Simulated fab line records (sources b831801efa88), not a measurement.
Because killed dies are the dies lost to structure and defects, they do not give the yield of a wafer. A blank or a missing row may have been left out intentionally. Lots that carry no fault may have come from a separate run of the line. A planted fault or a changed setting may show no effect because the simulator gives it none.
A single fault, viewed from 2 desks -- flow sky130 -- every desk sees just its own numbers, and what lay behind them comes last

## AT THE TOOL OWNER'S DESK: pvd_sputter-03
At SKY_VIA3_SPUTTER_20 (material TiN, target thk 20 nm, time 80 s) the tool's own readings: per lot run on this tool, the mean of the sampled wafers that have a number. Marked OUT: a lot whose mean sits more than 4 standard deviations from the usual mean, which makes it out of limits; the brackets give that distance.
Columns: A = cathode_dc_power_W at SKY_VIA3_SPUTTER_20, usual 4000.1 W; B = throttle_valve_pct at SKY_VIA3_SPUTTER_20, usual 30.6 %
lot,first seen here,A,B
L434,day 41 00:33,4000.6,31.8
L436,day 41 12:53,3999.6,31.3
L438,day 42 06:19,3999.9,31.4
L445,day 44 10:00,4110.5 (+99 or more) OUT,32.5
L446,day 44 11:58,4110.9 (+99 or more) OUT,29.6
This desk's finding: out of limits on L445, L446; first on L445, day 44 10:00 (cathode_dc_power_W at SKY_VIA3_SPUTTER_20). L434, L436, L438 stayed within limits.

## AT THE METROLOGY DESK
Lot by lot, what the gauges showed, no matter which tool ran the lot: averages of those sampled wafers that carry a number. Marked OUT: a lot whose mean sits more than 4 standard deviations from the usual mean, which makes it out of limits; the brackets give that distance.
Columns: A = VIA3_W_RS at SKY_VIA3_RS_MEAS_22, usual 0.296 ohm/sq; B = VIA3_W_THK at SKY_VIA3_THK_MEAS_23, usual 397 nm
lot,first seen here,A,B
L430,day 39 20:37,0.296,395
L432,day 40 09:55,0.295,393
L434,day 41 00:44,0.295,397
L436,day 41 13:05,0.300,392
L438,day 42 06:30,0.292,398
L442,day 43 04:29,0.295,393
L444,day 44 00:34,0.298,396
L445,day 44 10:13,0.301,400
L446,day 44 12:12,0.292,417
L449,day 45 03:14,0.295,399
L451,day 45 11:59,0.294,398
L452,day 45 18:25,0.296,395
This desk's finding: nothing out of limits on any of the 12 lots.

## ALL TOGETHER
The tool owner's desk had the chance to raise an alarm at day 44 10:00 on L445, L446.
The metrology desk saw nothing out of limits.
The metrology desk has L445, L446 on record, within its limits.
Every lot named ran SKY_VIA3_SPUTTER_20 on pvd_sputter-03.

## WHAT WAS PUT IN BY THE SIMULATOR
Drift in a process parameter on pvd_sputter-03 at SKY_VIA3_SPUTTER_20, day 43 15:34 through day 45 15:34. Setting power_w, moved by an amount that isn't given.
Lots struck among those shown: L445, L446.
How many hours passed from the start of the fault until each desk's first out-of-limits reading: the tool owner's desk, 18.
